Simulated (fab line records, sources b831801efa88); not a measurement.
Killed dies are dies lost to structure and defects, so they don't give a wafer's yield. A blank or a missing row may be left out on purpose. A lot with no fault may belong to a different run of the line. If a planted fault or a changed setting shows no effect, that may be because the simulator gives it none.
A lot that was struck, set against a sound lot | flow sky130 | 17 steps out of a route of 708
Sound: the wafers L425.2, L425.3, L425.5. Struck: wafer L418.5. (L418.1 of the same lot was not struck and is left out.) The cause comes at the end.
At each step with rows: each side's tool, then ch and its chambers, then its first start. Under that, the readings that differ: sound wafers | struck wafers | difference of the means | sigmas: that difference in standard deviations of wafers without a fault.
alike: readings with means less than 2 such deviations apart, plus words and numbers identical on both sides. not compared: withheld readings, readings lacking a value on some wafer, bounds such as >300 that could conceal the same value, and numbers that have no deviation in the record and whose values overlap.
Wherever a step has rows on one side only, a row that says differs or no value, or a row with sigmas, the two part there. When numbers do not overlap yet have no deviation, they are printed without sigmas and do not part them. Lack of a reading on every wafer of one side parts them only where that side has two or more wafers.

first, 3 steps without rows for these wafers: SKY_VIA1_EXPOSE_09 (exposes mask VIM, target cd 150 nm); SKY_VIA1_PEB_10; SKY_VIA1_DEVELOP_11 (develop time 60 s).
SKY_VIA1_CD_MEAS_12: the cd target is 150 nm.
  sound: cd_sem-01 at day 39 18:39; struck: cd_sem-01 at day 37 08:29
  alike: cd_nm
SKY_VIA1_OVL_MEAS_13:
  sound: overlay-01 at day 39 18:46; struck: overlay-02 at day 37 08:37
  alike: VIA1_OVL
SKY_VIA1_ETCH_14: etches BARC in N2/H2, stops on SiO2, time 45.9 s, target depth 60 nm.
  sound on rie_diel-01 ch 0,2,3, day 39 18:47; struck on rie_diel-01 ch 0, day 37 08:39
  alike: drypump_motor_current_A, oes_product_au, throttle_valve_pct
  not compared: rf_hours_counter_h
SKY_VIA1_ETCH_15: etches SiO2 in C4F8/O2/Ar, stops on TiN, target depth 351 nm, time 54 s.
  sound on rie_diel-01 ch 0,2,3, day 39 18:50; struck on rie_diel-01 ch 0, day 37 08:41
  alike: oes_product_au
  not compared: rf_hours_counter_h
SKY_VIA1_STRIP_16: strips in O2/N2.
  sound on plasma_asher-04 ch 0,1, day 39 18:53; struck on plasma_asher-02 ch 0, day 37 08:44
  reading                      | sound             | struck | difference | sigmas
  strip_time_to_endpoint_s (s) | 4.476 4.463 4.455 | 4.509  | +0.044     | +2
  alike: drypump_motor_current_A, oes_product_au
  not compared: rf_hours_counter_h
then, 3 steps without rows for these wafers: SKY_VIA1_STRIP_17 (strips in post etch residue remover, time 1200 s); SKY_VIA1_CLEAN_18 (cleans in IPA, time 180 s); SKY_VIA1_CLEAN_19 (cleans in O3/DIW).
SKY_VIA1_SPUTTER_20: material TiN, target thk 20 nm, time 80 s.
  sound: pvd_sputter-03 at day 39 19:29; struck: pvd_sputter-03 at day 37 09:20
  alike: throttle_valve_pct
SKY_VIA1_CVD_21: deposits W, target thk 270 nm, time 80.902 s.
  sound on cvd_w-02 ch 0,1, day 39 19:32; struck on cvd_w-02 ch 1, day 37 09:24
  reading                            | sound         | struck | difference | sigmas
  model.W_of_VIA1_CVD_21.thk_nm (nm) | 271 271.1 269 | 366    | +96        |
  alike: heater_power_w
SKY_VIA1_RS_MEAS_22: the measuring method here is four-point-probe.
  sound: film_metro-01 at day 39 19:40; struck: film_metro-02 at day 37 09:29
  reading            | sound             | struck | difference | sigmas
  VIA1_W_RS (ohm/sq) | 0.425 0.426 0.430 | 0.313  | -0.114     | -17
SKY_VIA1_THK_MEAS_23: measures by xrf.
  sound: film_metro-01 at day 39 19:46; struck: film_metro-02 at day 37 09:37
  reading         | sound       | struck | difference | sigmas
  VIA1_W_THK (nm) | 266 267 264 | 359    | +93        | +20
SKY_VIA1_CMP_24: polishes, stops on SiO2, t overpolish 15 s, target thk 0 nm.
  sound on cmp-02 ch 1,2, day 39 19:49; struck on cmp-02 ch 0, day 37 09:43
  reading                | sound    | struck | difference | sigmas
  time_to_endpoint_s (s) | 65 62 65 | 85     | +21        | +7
  alike: motor_current_A
SKY_METAL2_SPUTTER_00: material Ti, target thk 15 nm, time 10 s.
  sound: pvd_sputter-01 at day 39 20:07; struck: pvd_sputter-01 at day 37 09:58
  alike: throttle_valve_pct

== WHERE THEY PART ==
At SKY_VIA1_STRIP_16 first; at SKY_VIA1_CMP_24 last (within this record only). Later steps at which nothing parts them and some readings are alike: SKY_METAL2_SPUTTER_00.

WHY: what the simulator had put in
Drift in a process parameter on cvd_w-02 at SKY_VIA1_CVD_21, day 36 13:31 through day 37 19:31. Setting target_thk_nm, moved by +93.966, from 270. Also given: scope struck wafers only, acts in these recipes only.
